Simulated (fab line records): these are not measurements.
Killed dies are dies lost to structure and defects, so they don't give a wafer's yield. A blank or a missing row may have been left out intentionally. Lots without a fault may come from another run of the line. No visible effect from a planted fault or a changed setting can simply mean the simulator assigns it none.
Which tool was responsible? | flow gf180mcu | 13 lots, 39 wafers sampled, at 1 step of a route of 602

WHAT THE GAUGES READ, wafer by wafer
GF_M3_OVL_MEAS_15.
lot  | measured     | on         | M3_OVL (nm)
L347 | day 21 04:05 | overlay-02 | -9 -9 -5
L350 | day 22 13:01 | overlay-01 | -1 3 -3
L351 | day 22 22:32 | overlay-01 | 2 -6 -5
L352 | day 23 05:44 | overlay-01 | -9 -12 -8
L353 | day 23 11:08 | overlay-02 | -5 -4 -4
L354 | day 23 21:08 | overlay-02 | 1 -2 -4
L360 | day 26 04:56 | overlay-01 | -8 -4 -11
L361 | day 26 07:13 | overlay-02 | -5 -6 -7
L363 | day 26 22:53 | overlay-01 | 0 7 5
L364 | day 27 01:55 | overlay-02 | -7 -10 -7
L366 | day 27 15:56 | overlay-02 | 1 0 -2
L367 | day 28 01:40 | overlay-01 | -6 1 -9
L369 | day 28 11:47 | overlay-02 | -14 -6 -17

WHICH TOOL RAN EACH LOT (tool, then ch and the chambers of the sampled wafers, then the start)
No process step before these readings appears in the record.

AS READ BY THE TOOLS THEMSELVES (means over the sampled wafers that have a number; for cases with no such wafer, the mark the record gives instead)
The record holds no such reading with a usual standard deviation.

THE ANSWER, worked out from the rows above alone
Rule: the lots themselves supply what counts as usual. Put in order of their means at a reading, lots are off if they are a third of the lots or fewer, leave a main group of 4 or more, and stand apart from it by a gap of 3 or more times the standard deviation of the main group's means; of several such gaps the widest counts. Not used: any main group whose means are identical at the precision the tables above print for the reading. Also off: a lot with no number at a reading for which 4 or more lots have one. All remaining lots with rows at the step are treated as sound. Order of review: gauges by route order, followed by the tools' own readings, for which a lot's mean as printed above is used. The first step at which some lot is off is used, and at that step the reading that is off furthest; a lot without a number counts as furthest.
No lot is off on any of the readings shown, so nothing can be concluded from this.

WHAT THE SIMULATOR PUT IN
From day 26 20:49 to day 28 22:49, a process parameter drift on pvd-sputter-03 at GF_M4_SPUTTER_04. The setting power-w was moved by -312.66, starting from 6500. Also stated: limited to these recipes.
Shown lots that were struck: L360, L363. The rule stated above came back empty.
